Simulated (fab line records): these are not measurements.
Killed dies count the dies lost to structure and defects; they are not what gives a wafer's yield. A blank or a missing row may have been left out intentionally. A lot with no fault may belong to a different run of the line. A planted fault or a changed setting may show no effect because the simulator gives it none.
Which tool did it? || flow gf180mcu || 6 lots with 18 wafers sampled at 2 steps, on a route of 602 steps

WHAT EACH GAUGE READ, for each wafer
GF_HV_LDD_TW_MEAS_38.
{"lot": "L598", "measured": "day 11 23:42", "on": "film-metro-02", "HV_LDD_3_TW": "1419 1412 1412"}
{"lot": "L601", "measured": "day 13 04:39", "on": "film-metro-01", "HV_LDD_3_TW": "1416 1427 1412"}
{"lot": "L603", "measured": "day 13 15:51", "on": "film-metro-03", "HV_LDD_3_TW": "1433 1426 1421"}
{"lot": "L606", "measured": "day 14 18:17", "on": "film-metro-01", "HV_LDD_3_TW": "1413 1421 1428"}
{"lot": "L615", "measured": "day 17 06:44", "on": "film-metro-03", "HV_LDD_3_TW": "1362 1355 1370"}
{"lot": "L618", "measured": "day 18 02:23", "on": "film-metro-03", "HV_LDD_3_TW": "1417 1415 1418"}

WHICH TOOL RAN EACH LOT (tool, then ch and the chambers of the sampled wafers, then the start)
{"lot": "L598", "GF_HV_LDD_IMPLANT_36": "implanter-02 ch 0, day 11 23:27"}
{"lot": "L601", "GF_HV_LDD_IMPLANT_36": "implanter-04 ch 0, day 13 04:24"}
{"lot": "L603", "GF_HV_LDD_IMPLANT_36": "implanter-04 ch 0, day 13 15:36"}
{"lot": "L606", "GF_HV_LDD_IMPLANT_36": "implanter-04 ch 0, day 14 18:02"}
{"lot": "L615", "GF_HV_LDD_IMPLANT_36": "implanter-02 ch 0, day 17 06:32"}
{"lot": "L618", "GF_HV_LDD_IMPLANT_36": "implanter-03 ch 0, day 18 02:11"}
- GF_HV_LDD_IMPLANT_36

THE ANSWER, worked out from the rows above alone
Rule: the lots themselves supply what counts as usual. Put in order of their means at a reading, lots are off if they are a third of the lots or fewer, leave a main group of 4 or more, and stand apart from it by a gap of 3 or more times the standard deviation of the main group's means; of several such gaps the widest counts. If all means in a main group match to the digits the tables above print for the reading, that group is not used. Also off: a lot with no number at a reading for which 4 or more lots have one. Any other lot the step has rows for is counted as sound.
Off: L615, at GF_HV_LDD_TW_MEAS_38 (HV_LDD_3_TW). The main group: mean 1419, standard deviation 4.2.
A tool fits if, at a process step before that reading, it ran every lot that is off, and no sound lot after the first of them. Gauges at GF_HV_LDD_TW_MEAS_38: tried the same way as those tools. One fits: GF_HV_LDD_IMPLANT_36 on implanter-02. Its last sound lot is L598 (day 11 23:27), its first lot that is off L615 (day 17 06:32): a fault that began between those two fits.

WHAT HAD BEEN PUT IN BY THE SIMULATOR
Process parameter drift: implanter-02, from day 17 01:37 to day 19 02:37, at GF_HV_LDD_IMPLANT_36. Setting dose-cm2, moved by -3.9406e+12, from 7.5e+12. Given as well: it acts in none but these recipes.
Lots struck among those shown: L615. The rule given above showed the same thing.
